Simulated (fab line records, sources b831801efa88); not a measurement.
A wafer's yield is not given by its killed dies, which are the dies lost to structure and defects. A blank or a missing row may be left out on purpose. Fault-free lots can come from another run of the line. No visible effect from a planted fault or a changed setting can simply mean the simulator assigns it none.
Shared-tool check + flow sky130 + Sampled: 12 lots, 36 wafers

## REASON IT WAS OPENED
Of 12 lots, 3 have the reading VT_ADJUST_HVTR_OVL flagged at SKY_VT_ADJUST_HVTR_OVL_MEAS_08. No-fault wafers: 1.1 nm, standard deviation 1.4.
Rule: a lot is flagged when every wafer of it that has a number lies more than 4 standard deviations from that mean, or none has a number. The other lots count as sound.

| lot  | measured     | on         | VT_ADJUST_HVTR_OVL (nm), wafer by wafer | flag    |
|------|--------------|------------|-----------------------------------------|---------|
| L900 | day 10 07:44 | overlay-02 | 2.8 0.3 -1.2                            |         |
| L902 | day 10 19:44 | overlay-02 | -0.1 -0.5 0.7                           |         |
| L904 | day 11 09:32 | overlay-01 | 2.0 1.9 1.9                             |         |
| L905 | day 12 01:05 | overlay-02 | 1.2 3.5 4.3                             |         |
| L906 | day 12 17:46 | overlay-01 | 1.2 3.0 0.5                             |         |
| L908 | day 13 05:17 | overlay-01 | 1.6 1.2 2.7                             |         |
| L910 | day 13 09:40 | overlay-02 | 1.0 -0.4 1.1                            |         |
| L909 | day 13 10:26 | overlay-02 | -190.6 -189.6 -191.5                    | FLAGGED |
| L914 | day 14 12:55 | overlay-02 | -190.5 -189.8 -189.1                    | FLAGGED |
| L916 | day 15 07:08 | overlay-01 | -189.7 -190.9 -188.4                    | FLAGGED |
| L917 | day 15 16:08 | overlay-02 | -0.8 0.9 0.6                            |         |
| L918 | day 15 23:38 | overlay-02 | -0.9 0.6 0.0                            |         |
On average the flagged lots read -190.0 nm, which is -191.1 nm against the usual, or -99 or more standard deviations.

## WHICH TOOL EACH LOT WENT THROUGH
The record holds 1 process step before the reading, out of a route of 708 steps. Every cell lists first the tool, next ch and the chambers used by the sampled wafers, and last the start.
| lot  | flag    | SKY_VT_ADJUST_HVTR_EXPOSE_04        |
|------|---------|-------------------------------------|
| L900 |         | iline stepper-01 ch 0, day 9 21:09  |
| L902 |         | iline stepper-01 ch 0, day 10 08:35 |
| L904 |         | iline stepper-01 ch 0, day 10 22:23 |
| L905 |         | iline stepper-02 ch 0, day 11 12:58 |
| L906 |         | iline stepper-01 ch 0, day 12 05:28 |
| L908 |         | iline stepper-01 ch 0, day 12 16:35 |
| L910 |         | iline stepper-02 ch 0, day 12 21:25 |
| L909 | FLAGGED | iline stepper-01 ch 0, day 12 22:38 |
| L914 | FLAGGED | iline stepper-01 ch 0, day 13 23:59 |
| L916 | FLAGGED | iline stepper-01 ch 0, day 14 18:07 |
| L917 |         | iline stepper-02 ch 0, day 15 02:40 |
| L918 |         | iline stepper-02 ch 0, day 15 09:55 |
These steps, and what they do:
- SKY_VT_ADJUST_HVTR_EXPOSE_04: exposes mask HVTRM, target cd 380 nm.
- SKY_VT_ADJUST_HVTR_OVL_MEAS_08

## FLAGGED AGAINST TOTAL, ONE TOOL AT A TIME (gauges that did the reading follow at the end)
| step                           | tool             | lots run | flagged | share of the flagged lots | sound lots run after its first flagged lot |
|--------------------------------|------------------|----------|---------|---------------------------|--------------------------------------------|
| SKY_VT_ADJUST_HVTR_EXPOSE_04   | iline stepper-01 | 8        | 3       | all                       | 0                                          |
| SKY_VT_ADJUST_HVTR_EXPOSE_04   | iline stepper-02 | 4        | 0       | none                      | -                                          |
| SKY_VT_ADJUST_HVTR_OVL_MEAS_08 | overlay-01       | 4        | 1       | some                      | 0                                          |
| SKY_VT_ADJUST_HVTR_OVL_MEAS_08 | overlay-02       | 8        | 2       | some                      | 2 (L917,L918)                              |

## WHAT IS ALLOWED BY THE TABLE
1 row of the table ran every flagged lot: iline stepper-01 at SKY_VT_ADJUST_HVTR_EXPOSE_04.
- iline stepper-01 at SKY_VT_ADJUST_HVTR_EXPOSE_04: 3 of its 8 lots flagged. It ran its last sound lot, L908, at day 12 16:35 and its first flagged lot, L909, at day 12 22:38: a fault with its onset between the two fits.
What remains is a single tool, iline stepper-01 at SKY_VT_ADJUST_HVTR_EXPOSE_04.

## WHAT THE SIMULATOR PUT IN
Scanner matching overlay: iline stepper-01, from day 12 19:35 on, at SKY_VT_ADJUST_HVTR_EXPOSE_04. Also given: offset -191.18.
Shown lots that were struck: L909, L914, L916. Same finding as the rule above.
